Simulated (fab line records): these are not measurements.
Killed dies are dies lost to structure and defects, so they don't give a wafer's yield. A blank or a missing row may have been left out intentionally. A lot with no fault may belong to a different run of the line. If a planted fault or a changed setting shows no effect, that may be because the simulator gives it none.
2 desks looking at one fault | flow gf180mcu | only its own numbers are on each desk; what lay behind them is given at the end

TOOL OWNER'S DESK, implanter-04
For each lot that ran on this tool, the mean over its sampled wafers that have a number, from the tool's own readings at GF_MVSD_IMPLANT_08. A lot is out of limits, marked OUT, if its mean lies more than 4 standard deviations from the usual mean; the brackets give that distance.
Columns: A = beam-energy-keV at GF_MVSD_IMPLANT_08, usual 399.99; B = dose-ions-cm2 at GF_MVSD_IMPLANT_08, usual 1.6e+13; C = faraday-current-uA at GF_MVSD_IMPLANT_08, usual 90.0
lot  | first seen here | A      | B                         | C
L675 | day 4 14:41     | 400.08 | 1.6e+13                   | 89.3
L678 | day 5 08:02     | 399.90 | 1.6e+13                   | 89.4
L682 | day 6 07:34     | 400.07 | 1.6e+13                   | 90.5
L688 | day 7 19:06     | 400.04 | 1.3e+13 (-99 or more) OUT | 71.2 (-10) OUT
L689 | day 8 03:55     | 399.97 | 1.3e+13 (-99 or more) OUT | 71.9 (-10) OUT
This desk finds L688, L689 out of limits, L688 being first, at day 7 19:06 (dose-ions-cm2 at GF_MVSD_IMPLANT_08). L675, L678, L682 stayed within limits.

AT THE METROLOGY DESK
What the gauges read for every lot (on any tool): the sampled wafers with a number, averaged. A lot is out of limits, marked OUT, if its mean lies more than 4 standard deviations from the usual mean; the brackets give that distance.
Columns: A = NWELL_TW at GF_NWELL_TW_MEAS_11, usual 1569; B = MVSD_TW at GF_MVSD_TW_MEAS_11, usual 1562; C = MVPSD_TW at GF_MVPSD_TW_MEAS_11, usual 549; D = MVSD_RS at GF_VT_IMPLANT_RS_MEAS_46, usual 457.0 ohm/sq
lot  | first seen here | A    | B               | C   | D
L675 | day 3 13:18     | 1589 | 1561            | 547 | 457.3
L677 | day 3 23:10     | 1581 | 1561            | 547 | 457.8
L678 | day 4 05:02     | 1562 | 1593            | 557 | 456.0
L679 | day 4 10:55     | 1560 | 1589            | 551 | 456.3
L680 | day 4 14:43     | 1585 | 1591            | 541 | 458.0
L681 | day 4 23:08     | 1587 | 1569            | 543 | 455.7
L682 | day 5 02:29     | 1580 | 1589            | 543 | 457.1
L688 | day 6 11:24     | 1567 | 1454 (-6.4) OUT | 542 | 511.1 (+42) OUT
L689 | day 6 19:38     | 1560 | 1470 (-5.4) OUT | 555 | 509.5 (+40) OUT
L690 | day 7 00:17     | 1545 | 1561            | 557 | 457.4
L692 | day 7 10:43     | 1576 | 1581            | 546 | 457.6
L695 | day 8 02:12     | 1547 | 1564            | 556 | 459.1
This desk's result: L688, L689 out of limits, first on L688 (MVSD_TW at GF_MVSD_TW_MEAS_11), day 7 19:30. L675, L677, L678, L679, L680, L681, L682, L690, L692, L695 stayed within limits.

PUT TOGETHER
The tool owner's desk could have raised an alarm at day 7 19:06, on L688, L689.
Metrology desk: alarm possible at day 7 19:30 on L688, L689.
GF_MVSD_IMPLANT_08 was run on implanter-04 by each of the lots named.

WHAT HAD BEEN PUT IN BY THE SIMULATOR
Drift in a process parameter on implanter-04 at GF_MVSD_IMPLANT_08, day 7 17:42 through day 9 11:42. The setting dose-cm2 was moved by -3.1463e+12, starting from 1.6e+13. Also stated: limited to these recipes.
Lots struck among those shown: L688, L689.
Fault start to first reading out of limits, in hours, per desk: tool owner, 1; metrology, 2.
